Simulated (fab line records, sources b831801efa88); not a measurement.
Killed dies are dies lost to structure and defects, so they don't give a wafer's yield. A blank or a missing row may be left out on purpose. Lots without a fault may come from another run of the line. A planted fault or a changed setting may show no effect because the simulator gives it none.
fab line records | flow sky130
record lots=6 wafers=18 last_day=50
route steps=708 shown VIA3@593 METAL4@598 CAP2M@603 PAD_OPEN@708
lots that met no fault: from a run of the same line without faults
start_h: hours from the record's first day to the start of the lot's first wafer shown | wait_h: hours since the lot's step before | " the same as in the row above | L1.1+2: a row that stands for several wafers | - no value, or no start given | * or withheld: withheld | < > ~ a bound
route shown NAME@n: a module of which the file shows steps, and the number in the route of the first | usual: mean/standard deviation of fault-free wafers | same: alike in all rows | chamber/n: place in a boat | sites: the reading at each site | _std_site: their standard deviation | _edge_site: outer sites' mean less inner sites' | radius_mm: how far each site lies from the wafer's centre | mask NAME#n: copy n | behind: the tool/chamber that last shaped the wafer | hold: why the lot was held/for how many hours/how that ended | device: the transistor (n, p or np) that didn't switch | end of line: the same wafers' tests at the end of the route | a step without rows: its recipe alone | killed: dies lost to structure and defects at the first sort, not the wafer's yield | map: a wafer's dies, x killed, . not, _ none there
set.NAME: the setting as run; set.NAME@STEP: as run at that earlier step | model.NAME: the simulator's own value behind a step, which no gauge read
lots at some steps of the route; a table a step, a row a wafer
services: from which hour (start_h, from the record's first day; less than 0 if before it) a tool's chamber was out of use, for how many hours, and why
## steps
# step SKY_VIA3_SPUTTER_20
# recipe material=TiN target_thk_nm=20 chamber_pressure_pa=5 power_w=4000 time_s=80
# usual chamber_pressure_pa=5.000/0.0094 throttle_valve_pct=29.9/0.97
# columns lot.wafer tool chamber start_h wait_h chamber_pressure_pa throttle_valve_pct
L657.1 pvd_sputter-02 - 984.35 0.0 5.009 28.3
L657.4 " - " " 4.993 29.1
L657.5 " - " " 4.997 28.6
L658.2 pvd_sputter-04 - 989.78 0.0 5.009 31.0
L658.4 " - " " 5.015 29.7
L658.5 " - " " 5.016 29.6
L660.3 pvd_sputter-02 - 1001.03 0.0 4.999 29.1
L660.4 " - " " 4.993 30.7
L660.5 " - " " 5.004 30.6
L667.1 pvd_sputter-01 - 1048.48 0.0 4.991 30.8
L667.5 " - " " 5.008 31.0
L667.6 " - " " 4.997 30.6
L673.3 pvd_sputter-02 - 1083.38 0.0 5.000 28.0
L673.4 " - " " 4.995 30.7
L673.6 " - " " 5.004 28.9
L672.2 pvd_sputter-02 - 1090.06 0.0 5.006 29.2
L672.5 " - " " 4.996 30.6
L672.6 " - " " 5.014 29.4
# step SKY_VIA3_CVD_21
# recipe material=W target_thk_nm=390 time_s=117.31 temp_c=400 pressure_torr=40
# step SKY_VIA3_RS_MEAS_22
# recipe thk_meas_gauge=four-point-probe reads=W_of_VIA3_CVD_21+TiN_of_VIA3_SPUTTER_20
# usual VIA3_W_RS=0.2942/0.0025
# columns lot.wafer tool chamber start_h wait_h VIA3_W_RS[ohm/sq]
L657.1 film_metro-01 - 984.53 0.1 0.2991
L657.4 " - " " 0.2947
L657.5 " - " " 0.2937
L658.2 film_metro-01 - 989.99 0.1 0.2962
L658.4 " - " " 0.2933
L658.5 " - " " 0.2951
L660.3 film_metro-01 - 1001.26 0.1 0.2945
L660.4 " - " " 0.2906
L660.5 " - " " 0.2891
L667.1 film_metro-02 - 1048.67 0.1 0.2949
L667.5 " - " " 0.2985
L667.6 " - " " 0.2922
L673.3 film_metro-03 - 1083.61 0.1 0.2894
L673.4 " - " " 0.2906
L673.6 " - " " 0.2923
L672.2 film_metro-02 - 1090.26 0.1 0.2938
L672.5 " - " " 0.2914
L672.6 " - " " 0.2970
# step SKY_VIA3_THK_MEAS_23
# recipe thk_meas_gauge=xrf reads=W_of_VIA3_CVD_21
# usual VIA3_W_THK=380/6.6
# columns lot.wafer tool chamber start_h wait_h VIA3_W_THK[nm]
L657.1 film_metro-01 - 984.65 0.1 380
L657.4 " - " " 381
L657.5 " - " " 387
L658.2 film_metro-01 - 990.10 0.1 383
L658.4 " - " " 385
L658.5 " - " " 383
L660.3 film_metro-01 - 1001.36 0.1 383
L660.4 " - " " 392
L660.5 " - " " 393
L667.1 film_metro-02 - 1048.79 0.1 372
L667.5 " - " " 370
L667.6 " - " " 374
L673.3 film_metro-03 - 1083.71 0.1 394
L673.4 " - " " 391
L673.6 " - " " 388
L672.2 film_metro-02 - 1090.37 0.1 375
L672.5 " - " " 379
L672.6 " - " " 370
# step SKY_VIA3_CMP_24
# recipe stop_on=SiO2 t_overpolish_s=20 down_force_psi=3.5 platen_rpm=60 target_thk_nm=0 pad_velocity_m_s=0.94248
# usual motor_current_A=10.4/1.2 overpolish_run_s=20.000/0.0083 slurry_filter_dp_kPa=13.48/0.13 time_to_endpoint_s=95.7/2.7
# columns lot.wafer tool chamber start_h wait_h motor_current_A overpolish_run_s slurry_filter_dp_kPa time_to_endpoint_s
L657.4 cmp-01 1 984.94 0.2 10.9 19.992 13.27 92.2
L657.1 " 3 " " 10.1 20.019 13.47 92.3
L657.5 " 1 " " 10.5 19.992 13.42 95.4
L658.2 cmp-01 3 990.15 0.0 9.7 19.985 13.34 97.7
L658.4 " 0 " " 8.8 20.028 13.44 97.7
L658.5 " 0 " " 8.8 20.000 13.48 94.0
L660.4 cmp-01 0 1001.50 0.1 8.9 19.991 13.46 92.6
L660.3 " 1 " " 10.2 19.998 13.49 91.6
L660.5 " 2 " " 12.3 19.998 13.40 98.5
L667.1 cmp-01 0 1049.27 0.5 8.7 20.019 13.36 97.0
L667.5 " 2 " " 11.3 20.007 13.62 96.5
L667.6 " 3 " " 10.4 20.008 13.22 101.4
L673.4 cmp-01 0 1083.75 0.0 9.2 19.996 13.72 97.9
L673.3 " 1 " " 10.4 19.996 13.19 97.4
L673.6 " 0 " " 8.8 20.009 13.32 102.4
L672.2 cmp-02 2 1090.52 0.1 10.8 19.990 13.70 99.1
L672.6 " 0 " " 11.6 19.995 13.40 90.3
L672.5 " 1 " " 8.6 19.974 13.51 93.4
# step SKY_METAL4_SPUTTER_00
# recipe material=Ti target_thk_nm=15 power_w=3000 time_s=10 chamber_pressure_pa=0.4
# step SKY_METAL4_SPUTTER_01
# recipe material=TiN target_thk_nm=20 power_w=6500 time_s=16.7 chamber_pressure_pa=0.4
# usual chamber_pressure_pa=0.4001/0.00078 throttle_valve_pct=29.8/0.98
# columns lot.wafer tool chamber start_h wait_h chamber_pressure_pa throttle_valve_pct
L657.1 pvd_sputter-03 - 985.21 0.0 0.4015 28.3
L657.4 " - " " 0.4001 29.8
L657.5 " - " " 0.4006 28.7
L658.2 pvd_sputter-02 - 990.47 0.0 0.4001 28.4
L658.4 " - " " 0.4004 29.1
L658.5 " - " " 0.4023 29.3
L660.3 pvd_sputter-03 - 1001.72 0.0 0.3996 30.1
L660.4 " - " " 0.4001 29.7
L660.5 " - " " 0.4003 29.8
L667.1 pvd_sputter-02 - 1049.49 0.0 0.4004 28.2
L667.5 " - " " 0.4015 30.6
L667.6 " - " " 0.4008 29.4
L673.3 pvd_sputter-03 - 1084.07 0.0 0.4001 28.4
L673.4 " - " " 0.3994 29.7
L673.6 " - " " 0.4014 31.6
L672.2 pvd_sputter-03 - 1090.74 0.0 0.4007 29.7
L672.5 " - " " 0.4008 31.5
L672.6 " - " " 0.4020 30.1
# step SKY_METAL4_SPUTTER_02
# recipe material=AlCu target_thk_nm=735 power_w=10600 time_s=39.1 chamber_pressure_pa=0.4
# usual chamber_pressure_pa=0.4002/0.00081 throttle_valve_pct=29.7/0.98
# columns lot.wafer tool chamber start_h wait_h chamber_pressure_pa throttle_valve_pct
L657.1 pvd_sputter-03 - 985.24 0.0 0.4008 28.8
L657.4 " - " " 0.3984 29.6
L657.5 " - " " 0.3993 28.4
L658.2 pvd_sputter-02 - 990.49 0.0 0.4003 28.1
L658.4 " - " " 0.3996 29.0
L658.5 " - " " 0.4000 29.4
L660.3 pvd_sputter-03 - 1001.74 0.0 0.4008 30.1
L660.4 " - " " 0.3999 29.7
L660.5 " - " " 0.4005 29.7
L667.1 pvd_sputter-02 - 1049.51 0.0 0.4007 28.3
L667.5 " - " " 0.4006 30.5
L667.6 " - " " 0.4011 29.3
L673.3 pvd_sputter-03 - 1084.10 0.0 0.3999 28.6
L673.4 " - " " 0.4009 29.6
L673.6 " - " " 0.3995 31.1
L672.2 pvd_sputter-03 - 1090.77 0.0 0.4018 29.5
L672.5 " - " " 0.4003 31.0
L672.6 " - " " 0.4002 30.4
# step SKY_METAL4_SPUTTER_03
# recipe material=Ti target_thk_nm=5 power_w=3000 time_s=3.3 chamber_pressure_pa=0.4
# usual chamber_pressure_pa=0.4000/0.00078 throttle_valve_pct=29.7/0.95
# columns lot.wafer tool chamber start_h wait_h chamber_pressure_pa throttle_valve_pct
L657.1 pvd_sputter-03 - 985.27 0.0 0.3999 28.8
L657.4 " - " " 0.3998 29.6
L657.5 " - " " 0.4005 28.9
L658.2 pvd_sputter-02 - 990.53 0.0 0.4003 28.5
L658.4 " - " " 0.4011 29.3
L658.5 " - " " 0.3991 29.1
L660.3 pvd_sputter-03 - 1001.78 0.0 0.4006 30.1
L660.4 " - " " 0.4002 29.5
L660.5 " - " " 0.4001 29.7
L667.1 pvd_sputter-02 - 1049.55 0.0 0.4000 28.2
L667.5 " - " " 0.4009 30.7
L667.6 " - " " 0.3991 29.3
L673.3 pvd_sputter-03 - 1084.13 0.0 0.3996 28.5
L673.4 " - " " 0.3997 29.5
L673.6 " - " " 0.3981 31.3
L672.2 pvd_sputter-03 - 1090.81 0.0 0.4011 29.7
L672.5 " - " " 0.4006 31.4
L672.6 " - " " 0.3988 30.1
# step SKY_METAL4_SPUTTER_04
# recipe material=TiN target_thk_nm=70 power_w=6500 time_s=58.3 chamber_pressure_pa=0.4
# step SKY_CAP2M_CVD_00
# recipe material=SiO2 target_thk_nm=15.5 temp_c=400 time_s=withheld rf_w=450
# step SKY_CAP2M_THK_MEAS_01
# recipe reads=SiO2_of_CAP2M_CVD_00
# usual CAP2M_CVD_00_THK=15.45/0.21
# columns lot.wafer tool chamber start_h wait_h CAP2M_CVD_00_THK[nm]
L657.1 film_metro-04 - 985.36 - 15.16
L657.4 " - " " 15.68
L657.5 " - " " 15.47
L658.2 film_metro-04 - 990.63 - 15.58
L658.4 " - " " 15.80
L658.5 " - " " 15.58
L660.3 film_metro-04 - 1001.89 - 15.08
L660.4 " - " " 15.61
L660.5 " - " " 15.58
L667.1 film_metro-04 - 1049.64 - 15.50
L667.5 " - " " 15.73
L667.6 " - " " 15.77
L673.3 film_metro-03 - 1084.24 - 15.58
L673.4 " - " " 15.62
L673.6 " - " " 15.55
L672.2 film_metro-01 - 1090.92 - 15.08
L672.5 " - " " 15.36
L672.6 " - " " 15.49
# step SKY_CAP2M_SPUTTER_02
# recipe material=TiN target_thk_nm=200 temp_c=300 power_w=6500 time_s=166.7 chamber_pressure_pa=0.4
# usual chamber_pressure_pa=0.4001/0.00091 throttle_valve_pct=30.1/0.97
# columns lot.wafer tool chamber start_h wait_h chamber_pressure_pa throttle_valve_pct
L657.1 pvd_sputter-02 - 985.42 0.1 0.3988 28.1
L657.4 " - " " 0.4004 30.7
L657.5 " - " " 0.4136 28.6
L658.2 pvd_sputter-04 - 990.68 0.0 0.3987 29.8
L658.4 " - " " 0.4008 31.2
L658.5 " - " " 0.3978 29.9
L660.3 pvd_sputter-02 - 1001.93 0.0 0.3992 28.4
L660.4 " - " " 0.4002 30.6
L660.5 " - " " 0.4137 28.7
L667.1 pvd_sputter-04 - 1049.70 0.1 0.4014 29.7
L667.5 " - " " 0.3999 30.7
L667.6 " - " " 0.3993 29.7
L673.3 pvd_sputter-02 - 1084.28 0.0 0.4000 29.3
L673.4 " - " " 0.4009 28.4
L673.6 " - " " 0.4005 30.6
L672.2 pvd_sputter-04 - 1090.97 0.0 0.3997 29.7
L672.5 " - " " 0.4011 31.4
L672.6 " - " " 0.3990 29.8
# step SKY_CAP2M_RS_MEAS_03
# recipe thk_meas_gauge=four-point-probe reads=TiN_of_CAP2M_SPUTTER_02
# usual CAP2M_TIN_RS=6.92/0.068
# columns lot.wafer tool chamber start_h wait_h CAP2M_TIN_RS[ohm/sq]
L657.1 film_metro-03 - 985.53 0.1 6.89
L657.4 " - " " 6.96
L657.5 " - " " 7.01
L658.2 film_metro-04 - 990.81 0.1 6.89
L658.4 " - " " 6.92
L658.5 " - " " 6.92
L660.3 film_metro-01 - 1002.08 0.1 6.93
L660.4 " - " " 6.98
L660.5 " - " " 7.02
L667.1 film_metro-04 - 1049.81 0.1 7.11
L667.5 " - " " 7.00
L667.6 " - " " 7.10
L673.3 film_metro-04 - 1084.43 0.1 6.99
L673.4 " - " " 6.98
L673.6 " - " " 7.02
L672.2 film_metro-01 - 1091.10 0.1 6.78
L672.5 " - " " 6.84
L672.6 " - " " 6.88
# step SKY_PAD_OPEN_PROBE_99
# usual defect_limited_yield=82.5/2 killed_at_M0_to_M3=44/6.9 killed_at_M4_up=3.1/1.7 killed_at_contacts=25/5.6 killed_at_front_end=14/4.3 killed_at_other=0.3/0.51 killed_dies=86/9.8 killed_on_rim=17/3.8 killed_open=47/6.5 killed_short=39/6.6 sort_bin_3_pad_short=0.8/0.46 sort_bin_5_function=10.3/1.5 sort_bin_6_memory=6.4/1 sort_n_pass=406/9.8 sort_yield_pct=82.5/2
# same gross_dies=492 killed_at_back_side=0 sort_bin_4_leakage[%]=0 sort_bin_8_speed[%]=0
# columns lot.wafer tool chamber start_h wait_h defect_limited_yield[%] killed_at_M0_to_M3 killed_at_M4_up killed_at_contacts killed_at_front_end killed_at_other killed_dies killed_on_rim killed_open killed_short sort_bin_3_pad_short[%] sort_bin_5_function[%] sort_bin_6_memory[%] sort_n_pass sort_yield_pct[%]
L657.1 prober-01 - 1125.07 0.1 85.2 38 1 16 18 0 73 10 41 32 0.4 7.7 6.7 419 85.2
L657.4 prober-01 - 1125.22 0.2 81.7 46 3 29 10 2 90 17 49 41 0.6 11.2 6.5 402 81.7
L657.5 prober-01 - 1125.27 0.2 81.9 55 3 23 7 1 89 19 55 34 0.6 9.8 7.7 403 81.9
L658.2 prober-02 - 1128.69 0.1 80.1 53 5 27 13 0 98 14 55 43 0.6 10.6 8.7 394 80.1
L658.4 prober-02 - 1128.79 0.2 81.1 55 4 22 12 0 93 22 46 47 2.4 10.6 5.9 399 81.1
L658.5 prober-02 - 1128.84 0.2 81.9 45 4 26 14 0 89 16 50 39 0.6 12.4 5.1 403 81.9
L660.3 prober-02 - 1140.82 0.2 81.5 48 4 21 18 0 91 13 52 39 1.0 11.6 5.9 401 81.5
L660.4 prober-02 - 1140.87 0.2 83.1 41 3 24 15 0 83 8 43 40 1.2 8.3 7.3 409 83.1
L660.5 prober-02 - 1140.92 0.2 84.8 42 5 17 11 0 75 17 37 38 0.8 8.7 5.7 417 84.8
L667.1 prober-01 - 1177.64 0.1 82.7 45 3 22 15 0 85 17 50 35 0.4 10.8 6.1 407 82.7
L667.5 prober-01 - 1177.84 0.2 86.2 27 5 21 14 1 68 14 43 25 0.8 8.3 4.7 424 86.2
L667.6 prober-01 - 1177.89 0.2 82.5 36 3 29 17 1 86 15 43 43 1.6 9.8 6.1 406 82.5
L673.3 prober-01 - 1205.95 0.2 82.9 41 4 26 13 0 84 15 45 39 1.0 10.2 5.9 408 82.9
L673.4 prober-01 - 1206.00 0.2 83.3 39 4 20 19 0 82 16 43 39 1.2 8.5 6.9 410 83.3
L673.6 prober-01 - 1206.10 0.2 83.5 38 2 22 19 0 81 21 36 45 0.4 9.6 6.5 411 83.5
L672.2 prober-02 - 1208.71 0.1 82.5 51 1 18 16 0 86 17 51 35 1.0 10.0 6.5 406 82.5
L672.5 prober-02 - 1208.86 0.2 83.3 42 6 19 15 0 82 17 50 32 1.0 9.3 6.3 410 83.3
L672.6 prober-02 - 1208.91 0.2 84.8 42 4 19 10 0 75 14 41 34 0.4 8.7 6.1 417 84.8
# killed by level:class
L657.1 VIA2:geometric_particle:open=10 VIA1:geometric_particle:open=7 CONTACT:geometric_particle:open=6 LOCAL_INTERCONNECT:geometric_particle:short=5 METAL2:geometric_particle:short=5 FIELD_ISO:geometric_particle:open=4 FIELD_ISO:geometric_particle:short=4 POLY_GATE:geometric_particle:short=4
L657.4 LI_CONTACT:geometric_particle:open=11 VIA1:geometric_particle:open=11 CONTACT:geometric_particle:open=7 VIA2:geometric_particle:open=6 METAL2:geometric_particle:short=5 LOCAL_INTERCONNECT:geometric_particle:short=4 VIA1:geometric_particle:short=4 VIA2:geometric_particle:short=4
L657.5 VIA1:geometric_particle:open=11 VIA2:geometric_particle:open=8 VIA3:geometric_particle:open=8 LI_CONTACT:geometric_particle:open=7 METAL2:geometric_particle:short=6 VIA1:geometric_particle:short=6 CONTACT:geometric_particle:open=6 METAL1:geometric_particle:short=5
L658.2 VIA1:geometric_particle:open=18 CONTACT:geometric_particle:open=13 METAL1:geometric_particle:short=9 CONTACT:geometric_particle:short=8 METAL2:geometric_particle:short=6 VIA2:geometric_particle:open=6 VIA3:geometric_particle:open=4 METAL4:geometric_particle:short=4
L658.4 VIA1:geometric_particle:open=16 METAL1:geometric_particle:short=7 VIA2:geometric_particle:short=6 FIELD_ISO:geometric_particle:short=5 LI_CONTACT:geometric_particle:short=5 METAL1:geometric_particle:open=4 LOCAL_INTERCONNECT:geometric_particle:short=4 CONTACT:geometric_particle:short=4
L658.5 CONTACT:geometric_particle:open=9 LI_CONTACT:geometric_particle:open=8 VIA2:geometric_particle:open=8 VIA1:geometric_particle:open=6 METAL2:geometric_particle:short=6 POLY_GATE:geometric_particle:short=5 CONTACT:geometric_particle:short=5 METAL3:geometric_particle:short=5
L660.3 VIA1:geometric_particle:open=11 VIA2:geometric_particle:open=11 LI_CONTACT:geometric_particle:open=10 VIA3:geometric_particle:open=7 POLY_GATE:geometric_particle:open=6 VIA1:geometric_particle:short=5 FIELD_ISO:geometric_particle:short=4 METAL4:geometric_particle:short=4
L660.4 VIA1:geometric_particle:open=11 CONTACT:geometric_particle:open=10 FIELD_ISO:geometric_particle:short=6 LI_CONTACT:geometric_particle:open=6 VIA3:geometric_particle:open=6 METAL2:geometric_particle:short=5 VIA1:geometric_particle:short=4 CONTACT:geometric_particle:short=4
L660.5 VIA1:geometric_particle:open=11 CONTACT:geometric_particle:open=6 FIELD_ISO:geometric_particle:short=5 VIA2:geometric_particle:open=5 METAL3:geometric_particle:short=5 METAL4:geometric_particle:short=4 VIA1:geometric_particle:short=4 POLY_GATE:geometric_particle:open=3
L667.1 VIA1:geometric_particle:open=14 CONTACT:geometric_particle:open=11 VIA3:geometric_particle:open=7 METAL2:geometric_particle:short=7 VIA1:geometric_particle:short=5 FIELD_ISO:geometric_particle:short=4 FIELD_ISO:geometric_particle:open=4 LI_CONTACT:geometric_particle:open=3
L667.5 CONTACT:geometric_particle:open=10 METAL1:geometric_particle:short=7 VIA1:geometric_particle:open=7 FIELD_ISO:geometric_particle:open=6 LI_CONTACT:geometric_particle:open=5 VIA3:geometric_particle:open=5 LI_CONTACT:geometric_particle:short=4 FIELD_ISO:geometric_particle:short=3
L667.6 CONTACT:geometric_particle:open=9 VIA1:geometric_particle:short=9 VIA1:geometric_particle:open=8 FIELD_ISO:geometric_particle:short=7 CONTACT:geometric_particle:short=7 VIA2:geometric_particle:open=7 LI_CONTACT:geometric_particle:short=5 METAL1:geometric_particle:short=5
L673.3 VIA2:geometric_particle:open=10 LI_CONTACT:geometric_particle:open=7 CONTACT:geometric_particle:short=7 VIA3:geometric_particle:open=7 VIA1:geometric_particle:open=6 LOCAL_INTERCONNECT:geometric_particle:short=6 CONTACT:geometric_particle:open=6 POLY_GATE:geometric_particle:short=5
L673.4 VIA1:geometric_particle:open=9 CONTACT:geometric_particle:open=8 LI_CONTACT:geometric_particle:open=6 POLY_GATE:geometric_particle:short=5 METAL2:geometric_particle:short=5 LOCAL_INTERCONNECT:geometric_particle:short=4 METAL1:geometric_particle:short=4 VIA1:geometric_particle:short=4
L673.6 METAL1:geometric_particle:short=9 VIA2:geometric_particle:open=8 POLY_GATE:geometric_particle:short=7 LI_CONTACT:geometric_particle:open=7 VIA1:geometric_particle:open=7 LOCAL_INTERCONNECT:geometric_particle:short=6 FIELD_ISO:geometric_particle:short=5 METAL3:geometric_particle:short=5
L672.2 VIA1:geometric_particle:open=18 CONTACT:geometric_particle:open=9 VIA3:geometric_particle:open=7 FIELD_ISO:geometric_particle:short=6 VIA1:geometric_particle:short=6 METAL2:geometric_particle:short=5 POLY_GATE:geometric_particle:open=4 POLY_GATE:geometric_particle:short=4
L672.5 VIA3:geometric_particle:open=12 LI_CONTACT:geometric_particle:open=8 VIA1:geometric_particle:open=6 VIA2:geometric_particle:open=6 FIELD_ISO:geometric_particle:short=5 POLY_GATE:geometric_particle:open=5 CONTACT:geometric_particle:open=5 METAL4:geometric_particle:short=5
L672.6 VIA3:geometric_particle:open=8 CONTACT:geometric_particle:open=7 VIA1:geometric_particle:open=6 VIA2:geometric_particle:open=6 VIA3:geometric_particle:short=6 LI_CONTACT:geometric_particle:open=5 VIA2:geometric_particle:short=5 METAL2:geometric_particle:short=4
## services
# columns tool chamber start_h hours kind
cmp-02 - 961.51 5.8 pm
pvd_sputter-04 - 983.41 4.8 repair
cmp-02 - 985.68 0.9 repair
cmp-02 - 999.84 7.2 pm
cmp-02 - 1007.70 1.8 repair
cmp-01 - 1020.43 2.0 repair
cmp-02 - 1042.62 9.0 repair
cmp-02 - 1065.89 10.0 pm
pvd_sputter-01 - 1072.57 0.6 repair
pvd_sputter-04 - 1072.84 3.6 repair
cmp-02 - 1084.00 4.0 pm
cmp-02 - 1088.00 - consumable_replace:conditioner
cmp-02 - 1088.00 - consumable_replace:pad
## key
first_sign step=SKY_CAP2M_SPUTTER_02 reading=chamber_pressure_pa direction=up sigmas=15 usual=0.4001 struck=0.4136
effect none on later readings
met_at SKY_CAP2M_SPUTTER_02
struck_wafers L657.5,L660.5
fault kind=process_parameter_drift tool=pvd_sputter-02 chamber=- onset_h=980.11 steps=SKY_CAP2M_SPUTTER_02 channel=chamber_pressure_pa offset=0.014025 shape=step end_h=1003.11 acts_in=these_recipes_only stated=0.4 scope=struck_wafers_only
